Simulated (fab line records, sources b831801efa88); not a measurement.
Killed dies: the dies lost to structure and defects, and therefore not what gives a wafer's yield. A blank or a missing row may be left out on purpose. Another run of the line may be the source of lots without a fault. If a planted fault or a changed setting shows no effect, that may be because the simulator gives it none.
A lot that was struck, set against a sound lot / flow sky130 / 15 out of 708 route steps
Sound: these wafers, L172.4, L172.5, L172.6. Wafers struck: L181.1, L181.2, L181.4. The cause is named last.
For every step that has rows: the tool of each side, followed by ch and its chambers, followed by its first start. Under that, the readings that differ: sound wafers / struck wafers / difference of the means / sigmas: that difference in standard deviations of wafers without a fault.
alike: readings with means less than 2 such deviations apart, plus words and numbers identical on both sides. not compared: withheld readings, readings lacking a value on some wafer, bounds such as >300 that could conceal the same value, and numbers that have no deviation in the record and whose values overlap.
The two part at a step that has a row with sigmas, a row that says differs or no value, or rows on one side only. Numbers that don't overlap but have no deviation are shown without sigmas and don't part them. A reading missing from all wafers of one side parts the sides only when that side holds two or more wafers.

first, 4 steps without rows for these wafers: SKY_VIA1_SOFTBAKE_08 (time 90 s); SKY_VIA1_EXPOSE_09 (exposes mask VIM, target cd 150 nm); SKY_VIA1_PEB_10; SKY_VIA1_DEVELOP_11 (develop time 60 s).
SKY_VIA1_CD_MEAS_12: target cd 150 nm.
  struck on cd-sem-02, day 39 02:59; sound on cd-sem-01, day 36 15:22
  alike: cd-nm
SKY_VIA1_OVL_MEAS_13:
  struck on overlay-01, day 39 03:07; sound on overlay-01, day 36 15:27
  alike: VIA1_OVL
SKY_VIA1_ETCH_14: etches BARC in N2/H2, stops on SiO2, time 45.9 s, target depth 60 nm.
  sound on rie-diel-04 ch 0,1,2, day 36 15:28; struck on rie-diel-01 ch 0,1,2, day 39 03:08
  alike: bias-w, drypump-motor-current-A, oes-product-au, throttle-valve-pct
  not compared: rf-hours-counter-h
SKY_VIA1_ETCH_15: etches SiO2 in C4F8/O2/Ar, stops on TiN, target depth 351 nm, time 54 s.
  sound on rie-diel-04 ch 0,1,2, day 36 15:31; struck on rie-diel-01 ch 0,1,2, day 39 03:11
  alike: bias-w, oes-product-au
  not compared: rf-hours-counter-h
SKY_VIA1_STRIP_16: strips in O2/N2.
  sound on plasma-asher-03 ch 0,1, day 36 15:35; struck on plasma-asher-04 ch 0,1, day 39 03:14
  alike: drypump-motor-current-A, oes-product-au, strip-time-to-endpoint-s
  not compared: rf-hours-counter-h
then, 3 steps without rows for these wafers: SKY_VIA1_STRIP_17 (strips in post etch residue remover, time 1200 s); SKY_VIA1_CLEAN_18 (cleans in IPA, time 180 s); SKY_VIA1_CLEAN_19 (cleans in O3/DIW).
SKY_VIA1_SPUTTER_20: material TiN, target thk 20 nm, time 80 s.
  struck on pvd-sputter-03, day 39 03:49; sound on pvd-sputter-01, day 36 16:13
  no value came back on the struck wafers for cathode-dc-power-W (W), chamber-pressure-pa (Pa), throttle-valve-pct (%); on the sound wafers cathode-dc-power-W (W) reads 3999.9 4000.4 4000.2
SKY_VIA1_CVD_21: deposits W, target thk 270 nm, time 80.902 s.
  sound on cvd-w-02 ch 0,1, day 36 16:17; struck on cvd-w-01 ch 0,1, day 39 03:53
reading=heater-power-w (W); sound=1057 1016 1023; struck=894 977 891; difference=-111; sigmas=-2
  not compared: since-wet-clean-h
-- the record jumps here: 11 days lie between the struck wafers' starts before and after (it left off in module VIA1 and takes up again in module PAD_OPEN, whose first step shown is number 708 of the route) --
SKY_PAD_OPEN_PROBE_99:
  struck on prober-01, day 49 23:07; sound on prober-02, day 47 21:34
reading=defect-limited-yield (%); sound=85.0 81.7 86.8; struck=0 0 0; difference=-84; sigmas=-47
reading=killed_at_M0_to_M3; sound=35 40 32; struck=455 449 453; difference=+417; sigmas=+72
reading=killed-dies; sound=74 90 65; struck=492 492 492; difference=+416; sigmas=+47
reading=killed-on-rim; sound=11 17 14; struck=96 96 96; difference=+82; sigmas=+22
reading=sort_bin_5_function (%); sound=9.1 11.6 6.5; struck=92.3 93.5 95.3; difference=+84.6; sigmas=+60
reading=sort-n-pass; sound=418 402 427; struck=0 0 0; difference=-416; sigmas=-47
reading=sort-yield-pct (%); sound=85.0 81.7 86.8; struck=0 0 0; difference=-84; sigmas=-47
  alike: killed_at_M4_up, killed-at-contacts, killed-at-front-end, killed-at-other, killed-open, killed-short, sort_bin_3_pad_short, sort_bin_6_memory

## WHERE THEY PART
At SKY_VIA1_SPUTTER_20 first; at SKY_PAD_OPEN_PROBE_99 last (within this record only).

WHY: whatever the simulator had introduced
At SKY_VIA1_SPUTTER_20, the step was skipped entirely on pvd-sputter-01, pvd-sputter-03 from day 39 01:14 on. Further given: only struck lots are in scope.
